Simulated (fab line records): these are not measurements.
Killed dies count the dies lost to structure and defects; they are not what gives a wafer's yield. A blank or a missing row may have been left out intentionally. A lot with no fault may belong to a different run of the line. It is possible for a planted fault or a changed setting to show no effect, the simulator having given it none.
Chamber matching -- flow sky130 -- rie_diel-02 running SKY_VIA3_ETCH_15: 4 sister chambers
The step etches SiO2 in C4F8/O2/Ar, stops on TiN, target depth 507 nm, time 78 s. 8 wafers are shown with their chamber, then 7 later ones without.

WAFERS WITH THEIR CHAMBER
wafer,chamber,oes_product_au (a.u.)
L641.4,3,0.945
L639.1,3,0.951
L645.1,0,0.944
L645.2,1,0.946
L644.2,0,0.943
L644.5,2,0.939
L649.1,1,0.951
L649.4,2,0.944

WAFERS WITHOUT THEIR CHAMBER
wafer,oes_product_au (a.u.)
L649.5,0.953
L651.3,0.956
L651.4,0.949
L651.6,0.940
L653.1,0.950
L653.2,0.947
L653.5,0.942

CHAMBER TAKEN BY EACH
wafer,from the rows above,in truth
L649.5,can't be placed: 1 or 3 or 0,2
L651.3,can't be placed: 1 or 3 or 0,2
L651.4,can't be placed: 1 or 3 or 0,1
L651.6,can't be placed: 2 or 0 or 3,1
L653.1,can't be placed: 1 or 3 or 0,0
L653.2,can't be placed: 3 or 1 or 0 or 2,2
L653.5,can't be placed: 2 or 0 or 3 or 1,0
Placed correctly: 0 of 7. Cannot be placed on the basis of these rows: 7; the candidates contain the true chamber in 4. Number placed wrongly: 0.
How it was worked out, from the rows above alone: a wafer's distance from a chamber is the root of the sum, over the readings, of the square of ((its reading less the chamber's mean) divided by the reading's scatter). The wafer belongs to the nearest chamber; if the next one is less than 2 further off, it can't be placed. Each chamber's mean is taken over the wafers shown for it. The scatter: take each reading less its chamber's mean, square it, sum over the shown wafers, divide by the number of wafers less the number of chambers, and take the root.
